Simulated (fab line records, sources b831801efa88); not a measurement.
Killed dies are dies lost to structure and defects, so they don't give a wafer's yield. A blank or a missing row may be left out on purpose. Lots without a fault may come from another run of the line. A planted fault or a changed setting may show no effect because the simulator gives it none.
Problem report in the 8D (eight disciplines) form, filled by code | flow sky130 | the parts of the form that need people (team, actions taken, sign-off) are left out

1. THE PROBLEM
CAPM_TIN_RS at SKY_CAPM_RS_MEAS_03 reads a mean of 8.82 ohm/sq on 1 wafer of 1 lot; wafers without a fault read 6.91 ohm/sq with a standard deviation of 0.067. That is +29 standard deviations from the usual mean.
The step: measures by four-point-probe.
First seen on wafer L166.3, day 40 14:00, on film_metro-02. The record holds 30 wafers of 10 lots with a number at this step. Rule for "out", or "out of limits": more than 4 standard deviations from the usual mean. The other wafers with a number count as sound.

2. WHAT IT IS AND WHAT IT IS NOT
question                    | is                | is not
which readings at this step | CAPM_TIN_RS       | -
which lots                  | L166              | L155, L157, L158, L160, L161, L171, L173, L176, L177
which wafers of those lots  | L166.3            | L166.4, L166.6
read on which gauges        | film_metro-02     | film_metro-01, film_metro-04
when                        | from day 40 14:00 | up to then (17 sound wafers); but 12 sound wafers of L171, L173, L176, L177 came after

3. SUSPECTS, AND WHAT RULES EACH OUT
Counting: a tool at a process step up to the reading stays a suspect if it ran every lot that is out. Sound lots after the first of them don't rule it out here, since some wafers of a struck lot are sound.
- the gauge at SKY_CAPM_RS_MEAS_03: ruled out. All the wafers that are out were read on film_metro-02, but those of them that SKY_CAPM_SPUTTER_02 has rows for are out there too, on other tools.
- pvd_sputter-02 at SKY_CAPM_SPUTTER_02 (material TiN, target thk 200 nm, time 166.7 s): kept. It ran the lot that is out, L166 (day 40 13:51); its last sound lot up to then is L161 (day 38 16:48). Its own readings are out on those wafers: cathode_dc_power_W.
Left after counting: pvd_sputter-02 at SKY_CAPM_SPUTTER_02.

4. THE CAUSE (what the simulator had put in)
Process parameter drift: pvd_sputter-02, from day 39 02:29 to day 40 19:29, at SKY_CAPM_SPUTTER_02. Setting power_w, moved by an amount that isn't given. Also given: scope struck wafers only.
Counting left only this tool.

5. THE CHAIN OF EFFECTS, in route order
Each row: a reading whose mean over the struck wafers that have a number lies more than 3 standard deviations from the usual. Only readings for which the record gives a usual standard deviation are gone through. hours: the time from each lot's start at the first step in this table that gives one to its start at this step, as a median over the lots. sigmas: the change in usual standard deviations.
hours | step                   | reading            | usual       | on struck wafers | change  | sigmas
0     | SKY_CAPM_SPUTTER_02    | cathode_dc_power_W | 6500.0 W    | 5185.4           | -1314.6 | -99 or more
0     | SKY_CAPM_RS_MEAS_03    | CAPM_TIN_RS        | 6.91 ohm/sq | 8.82             | +1.91   | +29
5     | SKY_CAPM_THK_MEAS_04   | CAPM_TIN_THK       | 197.6 nm    | 155.8            | -41.8   | -18
24    | SKY_CAPM_METAL_ETCH_13 | oes_product_au     | 0.942 a.u.  | 0.820            | -0.122  | -19
24    | SKY_CAPM_METAL_ETCH_13 | throttle_valve_pct | 21.901 %    | 21.970           | +0.069  | +6.9
The process steps in it:
- SKY_CAPM_SPUTTER_02: material TiN, target thk 200 nm, time 166.7 s.
- SKY_CAPM_METAL_ETCH_13: etches TiN in Cl2/BCl3, stops on SiO2, target depth 220 nm, time 62.9 s.
Later measuring or inspecting steps at which every struck wafer that the step has a row for has a number for every such reading, and none has moved that far: SKY_METAL3_CD_MEAS_13.

6. WHAT WOULD HAVE CAUGHT IT SOONER
In this record the first reading out of limits at a measuring or inspecting step was taken at day 40 14:00, 36 hours after the fault began at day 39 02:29.
The tool's own readings at SKY_CAPM_SPUTTER_02 were out on every struck wafer that the step has a row for (cathode_dc_power_W): an alarm limit on them would have fired on the first of those.
All the lots that are out (1) had begun SKY_CAPM_SPUTTER_02 on pvd_sputter-02 by day 40 14:00. A hold on the tool at that time would have spared none of them.
